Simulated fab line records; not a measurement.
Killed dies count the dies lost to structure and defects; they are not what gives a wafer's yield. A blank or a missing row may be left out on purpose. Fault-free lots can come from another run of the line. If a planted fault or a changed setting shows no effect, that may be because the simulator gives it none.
Which tool did it?    flow sky130    Sampling: 13 lots, 39 wafers, 3 of 708 route steps

## WHAT THE GAUGES SHOWED, per wafer
SKY_VIA4_BOW_MEAS_03. Usual: VIA4_BOW 81 um, standard deviation 8.4.
lot   measured      on             VIA4_BOW (um)  flag
L331  day 42 14:37  film-metro-04  84 87 77       
L333  day 42 18:34  film-metro-02  89 99 77       
L332  day 42 20:31  film-metro-04  90 96 85       
L336  day 43 13:52  film-metro-03  75 78 72       
L338  day 44 02:44  film-metro-02  70 72 91       
L344  day 45 20:23  film-metro-04  79 80 62       
L345  day 45 21:08  film-metro-02  79 77 88       
L347  day 46 07:37  film-metro-03  76 74 63       
L350  day 46 23:37  film-metro-03  85 84 87       
L351  day 47 06:23  film-metro-02  83 104 92      
L352  day 47 14:29  film-metro-03  83 78 80       
L353  day 47 19:00  film-metro-03  78 88 91       
L354  day 48 02:35  film-metro-02  72 86 71       

## EACH LOT AND THE TOOL THAT RAN IT (in order: tool; ch and the chambers of the sampled wafers; start)
lot   SKY_LI_CONTACT_SPUTTER_20     SKY_CAP2M_STRIP_14
L331  pvd-sputter-03, day 30 00:49  plasma-asher-03 ch 0,1, day 41 12:41
L333  pvd-sputter-02, day 30 08:34  plasma-asher-01 ch 0,1, day 41 16:49
L332  pvd-sputter-03, day 30 09:23  plasma-asher-01 ch 0,1, day 41 19:02
L336  pvd-sputter-03, day 31 07:43  plasma-asher-03 ch 0,1, day 42 13:27
L338  pvd-sputter-02, day 31 19:10  plasma-asher-03 ch 0,1, day 43 01:29
L344  pvd-sputter-03, day 34 01:22  plasma-asher-03 ch 0,1, day 44 19:59
L345  pvd-sputter-03, day 34 02:08  plasma-asher-02 ch 0, day 44 20:52
L347  pvd-sputter-01, day 34 12:34  plasma-asher-01 ch 0,1, day 45 07:13
L350  pvd-sputter-02, day 35 12:20  plasma-asher-01 ch 0,1, day 46 00:10
L351  pvd-sputter-02, day 35 16:52  plasma-asher-01 ch 0,1, day 46 08:04
L352  pvd-sputter-02, day 36 01:49  plasma-asher-03 ch 0,1, day 46 15:11
L353  pvd-sputter-03, day 36 11:34  plasma-asher-01 ch 0,1, day 46 20:27
L354  pvd-sputter-03, day 36 18:49  plasma-asher-01 ch 0,1, day 47 03:34
- SKY_LI_CONTACT_SPUTTER_20: material TiN, target thk 20 nm, time 80 s.
- SKY_CAP2M_STRIP_14: strips in O2/N2.

## AS READ BY THE TOOLS THEMSELVES (means over the sampled wafers that have a number; for cases with no such wafer, the mark the record gives instead)
SKY_LI_CONTACT_SPUTTER_20. Usual: 30.6 % for throttle-valve-pct, sd 1.4.
lot   tool            throttle-valve-pct (%)  flag
L331  pvd-sputter-03  31.3                    
L333  pvd-sputter-02  30.5                    
L332  pvd-sputter-03  30.0                    
L336  pvd-sputter-03  30.5                    
L338  pvd-sputter-02  31.2                    
L344  pvd-sputter-03  29.9                    
L345  pvd-sputter-03  31.2                    
L347  pvd-sputter-01  30.0                    
L350  pvd-sputter-02  30.6                    
L351  pvd-sputter-02  30.7                    
L352  pvd-sputter-02  31.0                    
L353  pvd-sputter-03  32.5                    
L354  pvd-sputter-03  30.1                    

SKY_CAP2M_STRIP_14. Usual: drypump-motor-current-A 5.8 A, standard deviation 0.32; oes-product-au 0.710 a.u., standard deviation 0.0043; strip-time-to-endpoint-s 12.67 s, standard deviation 0.038.
lot   tool             drypump-motor-current-A (A)  oes-product-au (a.u.)  strip-time-to-endpoint-s (s)  flag
L331  plasma-asher-03  5.9                          0.710                  12.70                         
L333  plasma-asher-01  5.7                          0.709                  12.67                         
L332  plasma-asher-01  5.7                          0.710                  12.66                         
L336  plasma-asher-03  5.8                          0.711                  12.69                         
L338  plasma-asher-03  5.9                          0.710                  12.67                         
L344  plasma-asher-03  5.9                          0.712                  12.63                         
L345  plasma-asher-02  6.4                          0.707                  12.69                         
L347  plasma-asher-01  5.7                          0.712                  12.68                         
L350  plasma-asher-01  5.7                          0.711                  12.63                         
L351  plasma-asher-01  5.7                          0.710                  12.66                         
L352  plasma-asher-03  5.9                          0.712                  12.62                         
L353  plasma-asher-01  5.7                          0.710                  12.67                         
L354  plasma-asher-01  5.7                          0.705                  12.70                         

## THE ANSWER, worked out from the rows above alone
Rule: take the mean of a lot's wafers that have a number; if it is more than 3 standard deviations from the usual mean, the lot is off. Also off: a lot with no number at a reading for which 4 or more lots have one. The other lots that the step has rows for count as sound. After the gauges, taken in route order, come the tools' own readings; for these a lot's mean is taken, as printed above. The first step at which some lot is off is used, and at that step the reading that is off furthest; a lot without a number counts as furthest.
No lot is off at any reading shown: from this, nothing can be told.

## WHAT THE SIMULATOR HAD INSERTED
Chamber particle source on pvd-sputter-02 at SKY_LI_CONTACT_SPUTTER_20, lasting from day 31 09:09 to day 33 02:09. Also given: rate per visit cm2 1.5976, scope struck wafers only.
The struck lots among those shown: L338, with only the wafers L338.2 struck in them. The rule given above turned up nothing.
